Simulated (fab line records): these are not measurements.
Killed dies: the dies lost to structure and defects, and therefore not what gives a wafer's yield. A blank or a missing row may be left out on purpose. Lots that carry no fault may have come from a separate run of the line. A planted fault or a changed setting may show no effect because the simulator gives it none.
fab line records -- flow gf180mcu
[record] lots = 11, wafers = 33, lastDay = 34
route steps=602 shown SALICIDE@282 CONTACT@303 M1@319
lots untouched by any fault: they come from a run of this same line in which no faults occurred
startH: the number of hours between the record's first day and the start of the first shown wafer of the lot -- waitH: time in hours since the lot's previous step -- " identical to the entry in the row above -- L1.1+2: a row that stands for several wafers -- - either no value or no given start -- * or withheld: withheld -- < > ~ a bound
route shown NAME@n: NAME is a module with steps in the file, n the number in the route of the first one -- usual: mean/standard deviation of fault-free wafers -- same: alike in all rows -- chamber/n: place in a boat -- sites: per-site readings -- _std_site: how widely they spread, as a standard deviation -- _edge_site: inner sites' mean taken away from outer sites' mean -- radiusMm: how far each site lies from the wafer's centre -- mask NAME#n: copy n -- behind: the tool/chamber that last shaped the wafer -- hold: cause of the lot's hold/its duration in hours/its outcome -- device: which transistor (n, p or np) failed to switch -- end of line: the same wafers' tests at the end of the route -- a step given without rows: its recipe and nothing more -- killed: dies lost to structure and defects at the first sort, not the wafer's yield -- map: per-die view of a wafer (x killed, . not killed, _ where there is no die)
set.NAME: the setting that was run; set.NAME@STEP: the one run at that earlier step -- model.NAME: the simulator's own value behind a step, which no gauge read
route steps across a sampled set of lots; one table per step, one row per wafer
services: from which hour (startH, from the record's first day; less than 0 if before it) a tool's chamber was out of use, for how many hours, and why
[[steps]]
[step GF_SALICIDE_RS_MEAS_04]
[recipe] thkMeasGauge = four-point-probe, reads = TiN_of_SALICIDE_SPUTTER_03+Co_of_SALICIDE_SPUTTER_02
[usual] SALICIDE_TIN_RS = 16.31/0.28
lot.wafer,tool,chamber,startH,waitH,SALICIDE_TIN_RS[ohm/sq]
L125.2,filmMetro-01,-,342.99,0.0,16.43
L125.5,filmMetro-01,-,342.99,0.0,16.41
L125.6,filmMetro-01,-,342.99,0.0,16.52
L127.1,filmMetro-02,-,367.52,0.0,16.25
L127.2,filmMetro-02,-,367.52,0.0,16.26
L127.4,filmMetro-02,-,367.52,0.0,16.20
L128.1,filmMetro-02,-,369.94,0.0,16.49
L128.2,filmMetro-02,-,369.94,0.0,15.97
L128.4,filmMetro-02,-,369.94,0.0,16.28
L133.1,filmMetro-01,-,409.78,0.0,16.07
L133.2,filmMetro-01,-,409.78,0.0,15.93
L133.5,filmMetro-01,-,409.78,0.0,16.06
L135.1,filmMetro-01,-,432.78,0.0,16.31
L135.2,filmMetro-01,-,432.78,0.0,16.63
L135.3,filmMetro-01,-,432.78,0.0,16.59
L136.3,filmMetro-03,-,435.81,0.1,15.98
L136.4,filmMetro-03,-,435.81,0.1,16.12
L136.5,filmMetro-03,-,435.81,0.1,16.01
L137.2,filmMetro-02,-,459.50,0.0,15.97
L137.3,filmMetro-02,-,459.50,0.0,16.28
L137.5,filmMetro-02,-,459.50,0.0,16.25
L142.1,filmMetro-03,-,496.17,0.0,16.59
L142.2,filmMetro-03,-,496.17,0.0,16.77
L142.5,filmMetro-03,-,496.17,0.0,16.62
L144.3,filmMetro-03,-,510.67,0.1,16.13
L144.5,filmMetro-03,-,510.67,0.1,16.03
L144.6,filmMetro-03,-,510.67,0.1,16.32
L145.2,filmMetro-02,-,516.71,0.0,16.15
L145.4,filmMetro-02,-,516.71,0.0,16.21
L145.6,filmMetro-02,-,516.71,0.0,16.21
L147.1,filmMetro-03,-,541.35,0.0,16.74
L147.3,filmMetro-03,-,541.35,0.0,16.48
L147.5,filmMetro-03,-,541.35,0.0,16.49
[step GF_CONTACT_ETCH_16]
[recipe] chemistry = N2/H2, targetDepthA = withheld, overetchA = withheld, timeS = withheld, target = BARC, ionEnergyEv = 200, sourceW = 500, biasW = 100, pressureMtorr = 30, n2FlowSccm = 100, h2FlowSccm = 200
[usual] drypumpMotorCurrentA = 5.8/0.53, oesProductAu = 0.854/0.0046, throttleValvePct = 13.225/0.0086
lot.wafer,tool,chamber,startH,waitH,drypumpMotorCurrentA,oesProductAu,throttleValvePct
L125.2,rieDiel-01,2,366.12,0.0,5.5,0.853,13.233
L125.5,rieDiel-01,2,366.12,0.0,5.4,0.853,13.220
L125.6,rieDiel-01,3,366.12,0.0,5.2,0.849,13.234
L127.1,rieDiel-04,3,391.29,0.0,5.8,0.849,13.220
L127.2,rieDiel-04,1,391.29,0.0,5.8,0.865,13.224
L127.4,rieDiel-04,2,391.29,0.0,6.2,0.853,13.223
L128.1,rieDiel-04,3,393.33,0.0,5.8,0.848,13.203
L128.2,rieDiel-04,1,393.33,0.0,5.8,0.853,13.224
L128.4,rieDiel-04,2,393.33,0.0,6.2,0.857,13.214
L133.1,rieDiel-01,0,434.94,0.0,5.9,0.844,13.213
L133.2,rieDiel-01,1,434.94,0.0,6.3,0.854,13.233
L133.5,rieDiel-01,3,434.94,0.0,5.2,0.847,13.222
L135.1,rieDiel-02,2,458.07,0.0,6.7,0.856,13.218
L135.2,rieDiel-02,0,458.07,0.0,6.0,0.847,13.219
L135.3,rieDiel-02,3,458.07,0.0,5.2,0.862,13.213
L136.3,rieDiel-02,3,461.68,0.0,5.2,0.850,13.221
L136.4,rieDiel-02,2,461.68,0.0,6.6,0.861,13.221
L136.5,rieDiel-02,1,461.68,0.0,6.5,0.857,13.211
L137.2,rieDiel-01,2,484.83,0.0,5.5,0.852,13.244
L137.3,rieDiel-01,1,484.83,0.0,6.3,0.856,13.218
L137.5,rieDiel-01,3,484.83,0.0,5.2,0.857,13.230
L142.1,rieDiel-01,3,520.68,0.0,5.2,0.856,13.230
L142.2,rieDiel-01,2,520.68,0.0,5.4,0.852,13.226
L142.5,rieDiel-01,0,520.68,0.0,6.0,0.863,13.244
L144.3,rieDiel-04,1,534.93,0.0,5.7,0.852,13.219
L144.5,rieDiel-04,1,534.93,0.0,5.7,0.849,13.220
L144.6,rieDiel-04,2,534.93,0.0,6.2,0.855,13.238
L145.2,rieDiel-04,2,540.53,0.0,6.2,0.853,13.236
L145.4,rieDiel-04,1,540.53,0.0,5.7,0.858,13.207
L145.6,rieDiel-04,1,540.53,0.0,5.7,0.858,13.224
L147.1,rieDiel-01,3,564.88,0.0,5.2,0.850,13.215
L147.3,rieDiel-01,1,564.88,0.0,6.3,0.849,13.238
L147.5,rieDiel-01,3,564.88,0.0,5.2,0.856,13.224
[step GF_CONTACT_CMP_27]
[recipe] stopOn = SiO2, downForcePsi = 3.5, platenRpm = 60, tOverpolishS = 15, targetThkNm = 0, padVelocityMS = 0.94248
[usual] motorCurrentA = 10.8/1.3, overpolishRunS = 15.001/0.0099, retainingRingPressureFrac = 1.000/0.0053, timeToEndpointS = 72.0/2.5
lot.wafer,tool,chamber,startH,waitH,motorCurrentA,overpolishRunS,retainingRingPressureFrac,timeToEndpointS
L125.2,cmp-02,3,367.06,0.1,9.7,14.995,1.004,67.7
L125.5,cmp-02,1,367.06,0.1,10.8,14.986,0.995,70.4
L125.6,cmp-02,2,367.06,0.1,11.0,15.003,1.007,72.3
L127.2,cmp-01,0,392.18,0.1,12.0,15.014,0.994,70.4
L127.4,cmp-01,1,392.18,0.1,11.8,15.002,0.997,69.2
L127.1,cmp-01,2,392.18,0.1,10.0,14.999,0.996,71.8
L128.4,cmp-02,0,394.22,0.1,12.0,14.988,1.010,71.7
L128.2,cmp-02,1,394.22,0.1,10.4,14.990,1.001,69.4
L128.1,cmp-02,2,394.22,0.1,11.1,15.008,0.997,67.9
L133.1,cmp-01,3,435.98,0.1,9.5,15.004,1.004,73.0
L133.2,cmp-01,0,435.98,0.1,12.0,15.012,1.000,71.1
L133.5,cmp-01,1,435.98,0.1,12.1,15.005,0.995,73.8
L135.2,cmp-02,3,458.97,0.1,9.1,15.012,1.006,72.1
L135.3,cmp-02,0,458.97,0.1,12.6,15.001,1.000,73.5
L135.1,cmp-02,1,458.97,0.1,9.8,14.990,0.998,73.1
L136.4,cmp-02,1,462.52,0.0,10.2,15.006,1.005,73.7
L136.3,cmp-02,2,462.52,0.0,11.2,14.993,1.001,77.6
L136.5,cmp-02,1,462.52,0.0,10.2,15.007,1.007,74.9
L137.3,cmp-01,3,485.67,0.0,8.4,14.986,0.996,66.0
L137.2,cmp-01,0,485.67,0.0,12.0,14.992,1.003,67.8
L137.5,cmp-01,3,485.67,0.0,8.8,15.009,0.997,69.9
L142.2,cmp-01,1,521.58,0.1,12.1,15.013,0.998,75.0
L142.1,cmp-01,3,521.58,0.1,8.6,14.999,0.994,75.3
L142.5,cmp-01,1,521.58,0.1,11.9,14.984,0.998,76.0
L144.3,cmp-01,0,535.87,0.0,12.3,15.009,1.002,73.2
L144.5,cmp-01,0,535.87,0.0,11.4,15.023,1.005,74.7
L144.6,cmp-01,1,535.87,0.0,12.2,15.000,1.005,77.0
L145.4,cmp-02,0,541.43,0.1,12.4,15.023,0.991,73.6
L145.2,cmp-02,2,541.43,0.1,11.9,14.998,0.998,71.6
L145.6,cmp-02,0,541.43,0.1,12.1,15.007,0.998,73.4
L147.3,cmp-01,0,565.72,0.0,11.4,14.980,1.013,74.7
L147.1,cmp-01,3,565.72,0.0,9.1,14.997,0.993,70.3
L147.5,cmp-01,0,565.72,0.0,11.8,14.989,1.013,71.6
[step GF_M1_SPUTTER_04]
[recipe] material = TiN, targetThkNm = 50, powerW = 6500, timeS = 41.7, chamberPressurePa = 0.4
[usual] cathodeDcPowerW = 6499.9/1.3, throttleValvePct = 29.9/0.87
lot.wafer,tool,chamber,startH,waitH,cathodeDcPowerW,throttleValvePct
L125.2,pvdSputter-02,-,367.44,0.0,6497.9,29.8
L125.5,pvdSputter-02,-,367.44,0.0,6499.8,30.9
L125.6,pvdSputter-02,-,367.44,0.0,6498.4,29.8
L127.1,pvdSputter-04,-,392.61,0.0,6498.7,28.7
L127.2,pvdSputter-04,-,392.61,0.0,6498.5,28.7
L127.4,pvdSputter-04,-,392.61,0.0,6498.4,29.3
L128.1,pvdSputter-02,-,394.65,0.0,6500.3,29.6
L128.2,pvdSputter-02,-,394.65,0.0,6499.5,30.8
L128.4,pvdSputter-02,-,394.65,0.0,6500.0,30.9
L133.1,pvdSputter-02,-,436.37,0.0,6502.3,29.6
L133.2,pvdSputter-02,-,436.37,0.0,6498.4,29.5
L133.5,pvdSputter-02,-,436.37,0.0,6500.0,29.7
L135.1,pvdSputter-02,-,459.40,0.0,6500.5,30.4
L135.2,pvdSputter-02,-,459.40,0.0,6500.0,29.6
L135.3,pvdSputter-02,-,459.40,0.0,6499.6,31.2
L136.3,pvdSputter-02,-,463.00,0.0,6500.7,30.0
L136.4,pvdSputter-02,-,463.00,0.0,6501.0,30.6
L136.5,pvdSputter-02,-,463.00,0.0,6499.6,30.3
L137.2,pvdSputter-04,-,486.15,0.0,6499.1,28.5
L137.3,pvdSputter-04,-,486.15,0.0,6500.5,29.3
L137.5,pvdSputter-04,-,486.15,0.0,6500.9,29.3
L142.1,pvdSputter-04,-,522.02,0.0,6499.8,31.2
L142.2,pvdSputter-04,-,522.02,0.0,6500.8,28.4
L142.5,pvdSputter-04,-,522.02,0.0,6498.5,31.1
L144.3,pvdSputter-02,-,536.35,0.0,6498.7,29.8
L144.5,pvdSputter-02,-,536.35,0.0,6499.0,31.1
L144.6,pvdSputter-02,-,536.35,0.0,6498.9,29.6
L145.2,pvdSputter-02,-,541.86,0.0,6500.5,29.4
L145.4,pvdSputter-02,-,541.86,0.0,6499.6,30.7
L145.6,pvdSputter-02,-,541.86,0.0,6500.7,29.7
L147.1,pvdSputter-01,-,566.20,0.0,6499.8,28.6
L147.3,pvdSputter-01,-,566.20,0.0,6501.6,30.6
L147.5,pvdSputter-01,-,566.20,0.0,6500.5,30.8
[step GF_M1_THK_MEAS_06]
[recipe] thkMeasGauge = xrf, reads = AlCu_of_M1_SPUTTER_02
[usual] M1_ALCU_THK = 443/5.8
lot.wafer,tool,chamber,startH,waitH,M1_ALCU_THK[nm]
L125.2,filmMetro-03,-,367.61,0.1,444
L125.5,filmMetro-03,-,367.61,0.1,450
L125.6,filmMetro-03,-,367.61,0.1,443
L127.1,filmMetro-01,-,392.77,0.1,445
L127.2,filmMetro-01,-,392.77,0.1,451
L127.4,filmMetro-01,-,392.77,0.1,449
L128.1,filmMetro-04,-,394.90,0.1,449
L128.2,filmMetro-04,-,394.90,0.1,450
L128.4,filmMetro-04,-,394.90,0.1,447
L133.1,filmMetro-03,-,436.53,0.1,437
L133.2,filmMetro-03,-,436.53,0.1,434
L133.5,filmMetro-03,-,436.53,0.1,440
L135.1,filmMetro-04,-,459.56,0.1,451
L135.2,filmMetro-04,-,459.56,0.1,452
L135.3,filmMetro-04,-,459.56,0.1,449
L136.3,filmMetro-03,-,463.18,0.1,452
L136.4,filmMetro-03,-,463.18,0.1,447
L136.5,filmMetro-03,-,463.18,0.1,450
L137.2,filmMetro-04,-,486.32,0.1,459
L137.3,filmMetro-04,-,486.32,0.1,460
L137.5,filmMetro-04,-,486.32,0.1,459
L142.1,filmMetro-03,-,522.17,0.1,442
L142.2,filmMetro-03,-,522.17,0.1,436
L142.5,filmMetro-03,-,522.17,0.1,441
L144.3,filmMetro-03,-,536.53,0.1,393
L144.5,filmMetro-03,-,536.53,0.1,431
L144.6,filmMetro-03,-,536.53,0.1,436
L145.2,filmMetro-04,-,542.03,0.1,403
L145.4,filmMetro-04,-,542.03,0.1,448
L145.6,filmMetro-04,-,542.03,0.1,444
L147.1,filmMetro-03,-,566.36,0.1,437
L147.3,filmMetro-03,-,566.36,0.1,439
L147.5,filmMetro-03,-,566.36,0.1,441
[step GF_M1_METAL_ETCH_16]
[recipe] chemistry = Cl2/BCl3, maskMaterial = KrF, targetDepthNm = 627.5, stopOn = SiO2, pressureMtorr = 8, icpW = 800, biasW = 140, Cl2_flow_sccm = 80, bcl3FlowSccm = 40, timeS = 104.6
[usual] drypumpMotorCurrentA = 5.8/0.52, oesProductAu = 0.974/0.0062, throttleValvePct = 28.248/0.01
lot.wafer,tool,chamber,startH,waitH,drypumpMotorCurrentA,oesProductAu,rfHoursCounterH,throttleValvePct
L125.2,rieMetal-01,0,389.38,0.0,5.8,0.985,4.3,28.234
L125.5,rieMetal-01,0,389.38,0.0,5.8,0.985,-,28.248
L125.6,rieMetal-01,1,389.38,0.0,5.4,0.975,-,28.258
L127.1,rieMetal-04,0,415.03,0.0,5.9,0.967,0.7,28.238
L127.2,rieMetal-04,1,415.03,0.0,6.6,0.973,1.2,28.240
L127.4,rieMetal-04,1,415.03,0.0,6.6,0.984,-,28.239
L128.1,rieMetal-03,0,417.59,0.0,5.1,0.976,2.0,28.230
L128.2,rieMetal-03,1,417.59,0.0,5.5,0.973,11.6,28.244
L128.4,rieMetal-03,0,417.59,0.0,5.1,0.967,-,28.247
L133.1,rieMetal-04,1,461.29,0.0,6.6,0.968,2.1,28.268
L133.2,rieMetal-04,0,461.29,0.0,5.9,0.969,1.6,28.255
L133.5,rieMetal-04,1,461.29,0.0,6.6,0.973,-,28.252
L135.1,rieMetal-01,0,483.63,0.0,5.8,0.969,6.4,28.247
L135.2,rieMetal-01,1,483.63,0.0,5.4,0.978,8.5,28.262
L135.3,rieMetal-01,0,483.63,0.0,5.8,0.982,-,28.243
L136.3,rieMetal-03,0,487.22,0.1,5.1,0.983,-,28.230
L136.4,rieMetal-03,1,487.22,0.1,5.5,0.978,-,28.248
L136.5,rieMetal-03,1,487.22,0.1,5.5,0.982,-,28.239
L137.2,rieMetal-01,0,509.88,0.0,5.8,0.979,7.2,28.236
L137.3,rieMetal-01,1,509.88,0.0,5.4,0.981,-,28.234
L137.5,rieMetal-01,1,509.88,0.0,5.4,0.973,-,28.250
L142.1,rieMetal-04,1,544.74,0.0,6.6,0.979,3.6,28.248
L142.2,rieMetal-04,0,544.74,0.0,5.9,0.967,3.2,28.235
L142.5,rieMetal-04,0,544.74,0.0,5.9,0.974,-,28.261
L144.3,rieMetal-03,0,558.57,0.1,5.1,0.991,-,28.244
L144.5,rieMetal-03,0,558.57,0.1,5.1,0.952,-,28.271
L144.6,rieMetal-03,1,558.57,0.1,5.5,0.964,-,28.266
L145.2,rieMetal-03,0,564.53,0.0,5.1,0.989,5.8,28.234
L145.4,rieMetal-03,1,564.53,0.0,5.5,0.979,-,28.245
L145.6,rieMetal-03,0,564.53,0.0,5.1,0.977,-,28.240
L147.1,rieMetal-04,1,587.74,0.0,6.6,0.968,4.7,28.266
L147.3,rieMetal-04,1,587.74,0.0,6.6,0.974,-,28.232
L147.5,rieMetal-04,1,587.74,0.0,6.6,0.980,-,28.235
[[services]]
tool,chamber,startH,hours,kind
rieDiel-04,1,350.15,11.0,repair
cmp-01,-,360.75,0.3,repair
rieMetal-04,1,372.15,3.2,repair
cmp-01,-,385.28,4.3,repair
cmp-01,-,398.91,1.6,repair
cmp-01,-,400.36,0.3,repair
cmp-02,-,404.41,4.0,pm
cmp-02,-,407.19,1.4,repair
rieDiel-01,2,441.42,1.9,repair
cmp-02,-,449.34,2.3,repair
cmp-01,-,454.33,5.0,pm
cmp-01,-,459.33,14.2,pm
rieDiel-01,-,469.03,0.4,repair
rieMetal-04,-,486.47,14.6,pm
rieDiel-01,1,494.45,2.1,repair
pvdSputter-02,-,514.90,1.1,repair
cmp-02,-,522.95,4.4,pm
rieMetal-03,1,545.20,6.7,repair
pvdSputter-02,-,546.38,8.1,repair
cmp-01,-,552.32,6.5,repair
rieDiel-04,2,564.63,12.7,repair
cmp-01,-,572.28,4.0,pm
cmp-01,-,579.63,6.1,pm
cmp-01,-,587.63,2.6,repair
[[key]]
[firstSign] step = GF_M1_THK_MEAS_06, reading = M1_ALCU_THK, direction = down, sigmas = 7.8, usual = 443, struck = 398
[effect] step = GF_M1_METAL_ETCH_16, reading = oesProductAu, direction = up, sigmas = 2.6, usual = 0.974, struck = 0.990
metAt GF_M1_SPUTTER_04
struckLots L144,L145
struckWafers L144.3,L145.2
notActingAt GF_SALICIDE_RS_MEAS_04,GF_CONTACT_ETCH_16,GF_CONTACT_CMP_27
onsetBetween 463.00 536.35
[fault] kind = processParameterDrift, tool = pvdSputter-02, chamber = -, onsetH = 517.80, steps = GF_M1_SPUTTER_04, channel = targetThkNm, offset = 47.798, shape = step, endH = 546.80, scope = struckWafersOnly, actsIn = theseRecipesOnly, stated = 50
